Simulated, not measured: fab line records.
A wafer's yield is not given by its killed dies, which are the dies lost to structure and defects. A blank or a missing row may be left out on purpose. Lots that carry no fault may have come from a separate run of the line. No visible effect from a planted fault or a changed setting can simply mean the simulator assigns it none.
A struck lot beside a sound one ; flow sky130 ; 44 steps out of a route of 708
Sound: wafers L291.2, L291.4, L291.6. Struck: wafer L302.6 (left out: L302.2, L302.4 of the same lot, which were not struck); the cause appears at the end.
Each step with rows lists, per side, the tool, then ch with its chambers, then its first start. Under that, the readings that differ: sound wafers ; struck wafers ; difference of the means ; sigmas: that difference in standard deviations of wafers without a fault.
alike: readings whose means differ by less than 2 such deviations, and words and numbers that are the same on both sides. not compared: withheld readings, readings that some wafer has no value for, bounds like >300 that may hide the same value, and numbers for which the record gives no deviation and whose values overlap.
Wherever a step has rows on one side only, a row that says differs or no value, or a row with sigmas, the two part there. Non-overlapping numbers with no deviation appear without sigmas and do not part them. Lack of a reading on every wafer of one side parts them only where that side has two or more wafers.

first, 1 step without rows for these wafers: SKY_VIA2_SPUTTER_20 (material TiN, target thk 20 nm, time 80 s).
SKY_VIA2_CVD_21: deposits W, target thk 420 nm, time 126.4 s.
  sound on cvd_w-01 ch 0, day 38 05:45; struck on cvd_w-01 ch 0, day 40 00:58
  alike: heater_power_w
SKY_VIA2_RS_MEAS_22: measurement is done with a four-point probe.
  struck on film_metro-01, day 40 01:07; sound on film_metro-04, day 38 05:54
reading;sound;struck;difference;sigmas
VIA2_W_RS (ohm/sq);0.2666 0.2635 0.2679;0.2774;+0.0114;+4
SKY_VIA2_THK_MEAS_23: measures by xrf.
  struck on film_metro-01, day 40 01:14; sound on film_metro-04, day 38 06:01
reading;sound;struck;difference;sigmas
VIA2_W_THK (nm);450 457 448;421;-31;-3
then, 5 steps without rows for these wafers: SKY_VIA2_CMP_24 (polishes, stops on SiO2, t overpolish 20 s, target thk 0 nm); SKY_METAL3_SPUTTER_00 (material Ti, target thk 15 nm, time 10 s); SKY_METAL3_SPUTTER_01 (material TiN, target thk 20 nm, time 16.7 s); SKY_METAL3_SPUTTER_02 (material AlCu, target thk 735 nm, time 39.1 s); SKY_METAL3_SPUTTER_03 (material Ti, target thk 5 nm, time 3.3 s).
SKY_METAL3_SPUTTER_04: material TiN, target thk 70 nm, time 58.3 s.
  struck on pvd_sputter-02, day 40 01:41; sound on pvd_sputter-01, day 38 06:28
  alike: cathode_dc_power_W, throttle_valve_pct
SKY_CAPM_CVD_00: deposits SiO2, target thk 15.5 nm.
  sound on pecvd-01 ch 0,1, day 38 06:31; struck on pecvd-02 ch 2, day 40 01:44
  alike: heater_power_w
SKY_CAPM_THK_MEAS_01:
  struck on film_metro-03, day 40 01:46; sound on film_metro-02, day 38 06:32
  alike: CAPM_CVD_00_THK
SKY_CAPM_SPUTTER_02: material TiN, target thk 200 nm, time 166.7 s.
  struck on pvd_sputter-03, day 40 01:49; sound on pvd_sputter-04, day 38 06:35
reading;sound;struck;difference;sigmas
cathode_dc_power_W (W);6498.2 6499.8 6499.0;6107.9;-391.1;-99 or more
model.TiN_of_CAPM_SPUTTER_02.thk_nm (nm);196.1 197.1 197.3;192.5;-4.3;
  alike: throttle_valve_pct
SKY_CAPM_RS_MEAS_03: measurement is done with a four-point probe.
  struck on film_metro-01, day 40 02:14; sound on film_metro-02, day 38 06:43
  alike: CAPM_TIN_RS
  not compared: hold
SKY_CAPM_THK_MEAS_04: measures by xrf.
  struck on film_metro-01, day 40 02:20; sound on film_metro-02, day 38 06:50
  alike: CAPM_TIN_THK
then, 7 steps without rows for these wafers: SKY_CAPM_DEHYDRATE_05 (time 60 s); SKY_CAPM_HMDS_06 (prime time 60 s); SKY_CAPM_COAT_07 (resist thk 1140 nm); SKY_CAPM_SOFTBAKE_08 (time 60 s); SKY_CAPM_EXPOSE_09 (exposes mask CAPM, target cd 1000 nm); SKY_CAPM_PEB_10; SKY_CAPM_DEVELOP_11 (develop time 60 s).
SKY_CAPM_OVL_MEAS_12:
  struck on overlay-02, day 41 02:03; sound on overlay-02, day 39 07:27
  alike: CAPM_OVL
then, 13 steps without rows for these wafers: SKY_CAPM_METAL_ETCH_13 (etches TiN in Cl2/BCl3, stops on SiO2, target depth 220 nm, time 62.9 s); SKY_CAPM_STRIP_14 (strips in O2/N2); SKY_CAPM_STRIP_15 (strips in post etch residue remover, time 1200 s); SKY_CAPM_CLEAN_16 (cleans in IPA, time 180 s); SKY_CAPM_CLEAN_17 (cleans in O3/DIW); SKY_METAL3_DEHYDRATE_05 (time 60 s); SKY_METAL3_HMDS_06 (prime time 60 s); SKY_METAL3_COAT_07 (resist thk 60 nm); SKY_METAL3_COAT_08 (resist thk 1140 nm); SKY_METAL3_SOFTBAKE_09 (time 90 s); SKY_METAL3_EXPOSE_10 (exposes mask MM3, target cd 300 nm); SKY_METAL3_PEB_11; SKY_METAL3_DEVELOP_12 (develop time 60 s).
SKY_METAL3_CD_MEAS_13: the cd target is 300 nm.
  struck on cd_sem-02, day 42 02:49; sound on cd_sem-01, day 40 08:52
  alike: cd_nm
SKY_METAL3_OVL_MEAS_14:
  struck on overlay-01, day 42 02:55; sound on overlay-01, day 40 08:58
  alike: METAL3_OVL
then, 1 step without rows for these wafers: SKY_METAL3_DESCUM_15 (chemistry O2, time 8 s).
SKY_METAL3_ETCH_16: etches BARC in N2/H2, stops on SiO2, time 88.2 s, target depth 60 nm.
  sound on rie_metal-04 ch 0,1, day 40 09:02; struck on rie_metal-02 ch 0, day 42 02:59
  alike: drypump_motor_current_A, h2_flow_sccm, oes_product_au, throttle_valve_pct
  not compared: rf_hours_counter_h
then, 1 step without rows for these wafers: SKY_METAL3_ETCH_17 (etches SiO2 in C4F8/O2/Ar, stops on TiN, time 3.9 s, target depth 15 nm).
SKY_METAL3_METAL_ETCH_18: etches the open film in Cl2/BCl3, stops on SiO2, target depth 845 nm, time 183.1 s.
  sound on rie_metal-02 ch 0,1, day 40 09:09; struck on rie_metal-04 ch 1, day 42 03:06
  alike: drypump_motor_current_A, mfc_cl2_sccm, oes_product_au, throttle_valve_pct
  not compared: rf_hours_counter_h
SKY_METAL3_STRIP_20: strips in post etch residue remover, time 1200 s.
  sound on wet_bench-04 ch 3, day 40 09:26; struck on wet_bench-04 ch 1, day 42 03:23
reading;sound;struck;difference;sigmas
model.TiN_of_CAPM_SPUTTER_02.thk_nm (nm);195.2 196.3 196.5;191.7;-4.3;
-- the record jumps here: 7 days lie between the struck wafers' starts before and after (it left off in module METAL3 and takes up again in module PAD_OPEN, whose first step shown is number 708 of the route) --
SKY_PAD_OPEN_PROBE_99:
  struck on prober-02, day 48 20:25; sound on prober-02, day 47 08:56
reading;sound;struck;difference;sigmas
model.etest.cap_mim.plate_ohm_sq;6.085 6.104 6.122;6.264;+0.160;
  alike: defect_limited_yield, killed_at_M0_to_M3, killed_at_M4_up, killed_at_contacts, killed_at_front_end, killed_at_other, killed_dies, killed_open, killed_short, sort_bin_3_pad_short, sort_bin_5_function, sort_bin_6_memory, sort_n_pass, sort_yield_pct

## WHERE THEY PART
At SKY_VIA2_RS_MEAS_22 first; at SKY_CAPM_SPUTTER_02 last (within this record only). Later steps at which nothing parts them and some readings are alike: SKY_CAPM_RS_MEAS_03, SKY_CAPM_THK_MEAS_04, SKY_CAPM_OVL_MEAS_12, SKY_METAL3_CD_MEAS_13, SKY_METAL3_OVL_MEAS_14, SKY_METAL3_ETCH_16, SKY_METAL3_METAL_ETCH_18, SKY_PAD_OPEN_PROBE_99.

WHY: whatever the simulator had introduced
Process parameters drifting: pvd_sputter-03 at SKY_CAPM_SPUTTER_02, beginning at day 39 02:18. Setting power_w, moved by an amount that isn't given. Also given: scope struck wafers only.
